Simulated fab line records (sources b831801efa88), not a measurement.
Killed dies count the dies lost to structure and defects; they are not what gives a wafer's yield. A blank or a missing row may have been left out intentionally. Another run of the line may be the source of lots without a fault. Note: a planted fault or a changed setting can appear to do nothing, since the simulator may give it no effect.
2 desks looking at one fault | flow gf180mcu | each desk holds nothing but its own numbers, with what lay behind them at the end

THE METROLOGY DESK
What the gauges read for every lot (on any tool): the sampled wafers with a number, averaged. Any lot whose mean is over 4 standard deviations away from the usual mean is out of limits and marked OUT; that distance is given in the brackets.
Columns: A = NSD_RS at GF_PSD_RS_MEAS_14, usual 46.10 ohm/sq; B = SAB_CVD_00_THK at GF_SAB_THK_MEAS_01, usual 49.8 nm
lot  | first seen here | A                | B
L711 | day 14 04:35    | 46.19            | 49.9
L712 | day 14 11:38    | 46.10            | 49.9
L715 | day 15 14:31    | 46.12            | 50.1
L714 | day 15 17:05    | 46.27            | 50.7
L716 | day 16 01:16    | 46.09            | 50.4
L717 | day 16 08:53    | 46.17            | 50.1
L719 | day 17 01:28    | 46.06            | 49.8
L720 | day 17 06:17    | 46.10            | 50.0
L721 | day 17 20:01    | 46.16            | 49.8
L725 | day 19 18:43    | 46.54 (+5.3) OUT | 50.0
L729 | day 20 12:50    | 47.40 (+16) OUT  | 49.5
L732 | day 21 12:43    | 46.14            | 49.6
L734 | day 22 02:19    | 46.04            | 49.1
Finding of this desk: L725, L729 out of limits, first seen on L725 at day 19 18:43 (NSD_RS at GF_PSD_RS_MEAS_14). L711, L712, L715, L714, L716, L717, L719, L720, L721, L732, L734: within limits.

FOR THE TOOL OWNER'S DESK: implanter-01
GF_NSD_IMPLANT_10, tool's own readings: per-lot mean of the sampled wafers with a number, covering each lot this tool ran. Any lot whose mean is over 4 standard deviations away from the usual mean is out of limits and marked OUT; that distance is given in the brackets.
Columns: A = beam-on-s at GF_NSD_IMPLANT_10, usual 10.00 s; B = faraday-current-uA at GF_NSD_IMPLANT_10, usual 2790
lot  | first seen here | A               | B
L714 | day 14 18:43    | 10.08           | 2769
L721 | day 16 20:32    | 9.98            | 2788
L725 | day 18 17:41    | 9.25 (-4.2) OUT | 3053 (+5.4) OUT
L729 | day 19 11:41    | 7.85 (-12) OUT  | 3554 (+16) OUT
Finding of this desk: L725, L729 out of limits; the first was L725 at day 18 17:41, on beam-on-s at GF_NSD_IMPLANT_10. L714, L721: within limits.

ALL TOGETHER
The tool owner's desk had the chance to raise an alarm at day 18 17:41 on L725, L729.
On L725, L729, the metrology desk was in a position to raise an alarm at day 19 18:43.
The lots listed all ran GF_NSD_IMPLANT_10 on implanter-01.

WHAT THE SIMULATOR HAD PUT IN
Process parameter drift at GF_NSD_IMPLANT_10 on implanter-01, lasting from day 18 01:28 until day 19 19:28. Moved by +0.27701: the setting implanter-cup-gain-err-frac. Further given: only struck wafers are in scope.
Shown lots that were struck: L725, L729.
Counting hours from when the fault started, the first reading out of limits came at 16 for the tool owner's desk and at 41 for the metrology desk.
